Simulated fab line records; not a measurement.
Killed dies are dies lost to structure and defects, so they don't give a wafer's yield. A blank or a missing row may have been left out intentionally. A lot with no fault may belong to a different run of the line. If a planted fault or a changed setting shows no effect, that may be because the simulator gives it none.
Which tool is to blame? || flow gf180mcu || 12 lots (36 wafers sampled), 1 step of a 602-step route

## WHAT THE GAUGES READ, wafer by wafer
GF_V4_THK_MEAS_03. Usual: V4_CVD_02_THK typically reads 856 nm, with standard deviation 11.
{"lot": "L429", "measured": "day 23 20:35", "on": "film metro-01", "V4_CVD_02_THK (nm)": "846 855 862", "flag": ""}
{"lot": "L431", "measured": "day 24 07:07", "on": "film metro-01", "V4_CVD_02_THK (nm)": "878 867 877", "flag": ""}
{"lot": "L432", "measured": "day 24 23:23", "on": "film metro-03", "V4_CVD_02_THK (nm)": "837 839 856", "flag": ""}
{"lot": "L433", "measured": "day 25 05:20", "on": "film metro-01", "V4_CVD_02_THK (nm)": "849 860 871", "flag": ""}
{"lot": "L437", "measured": "day 26 14:50", "on": "film metro-04", "V4_CVD_02_THK (nm)": "855 860 859", "flag": ""}
{"lot": "L439", "measured": "day 27 06:49", "on": "film metro-04", "V4_CVD_02_THK (nm)": "852 865 857", "flag": ""}
{"lot": "L444", "measured": "day 28 17:29", "on": "film metro-03", "V4_CVD_02_THK (nm)": "846 868 862", "flag": ""}
{"lot": "L446", "measured": "day 29 04:49", "on": "film metro-01", "V4_CVD_02_THK (nm)": "854 861 856", "flag": ""}
{"lot": "L448", "measured": "day 29 22:06", "on": "film metro-04", "V4_CVD_02_THK (nm)": "854 855 854", "flag": ""}
{"lot": "L449", "measured": "day 29 23:38", "on": "film metro-01", "V4_CVD_02_THK (nm)": "862 871 867", "flag": ""}
{"lot": "L450", "measured": "day 30 04:10", "on": "film metro-01", "V4_CVD_02_THK (nm)": "861 884 871", "flag": ""}
{"lot": "L452", "measured": "day 30 18:24", "on": "film metro-01", "V4_CVD_02_THK (nm)": "847 847 860", "flag": ""}

## WHICH TOOL RAN EACH LOT (tool, then ch and the chambers of the sampled wafers, then the start)
The record holds no process step before these readings.

## WHAT THE TOOLS THEMSELVES READ (means of the sampled wafers that have a number; where no wafer has one, the mark that the record gives instead)
The record holds no such reading with a usual standard deviation.

## THE ANSWER, worked out from the rows above alone
Rule: a lot counts as off when the mean over its wafers that have a number is more than 3 standard deviations away from the usual mean. A lot without any number at a reading at which 4 lots or more have one is off too. Where the step has rows for the other lots, those lots are counted as sound. Order of review: gauges by route order, followed by the tools' own readings, for which a lot's mean as printed above is used. The first step at which some lot is off is used, and at that step the reading that is off furthest; a lot without a number counts as furthest.
Nothing can be told from this: no lot is off at any reading shown.

## WHAT HAD BEEN PUT IN BY THE SIMULATOR
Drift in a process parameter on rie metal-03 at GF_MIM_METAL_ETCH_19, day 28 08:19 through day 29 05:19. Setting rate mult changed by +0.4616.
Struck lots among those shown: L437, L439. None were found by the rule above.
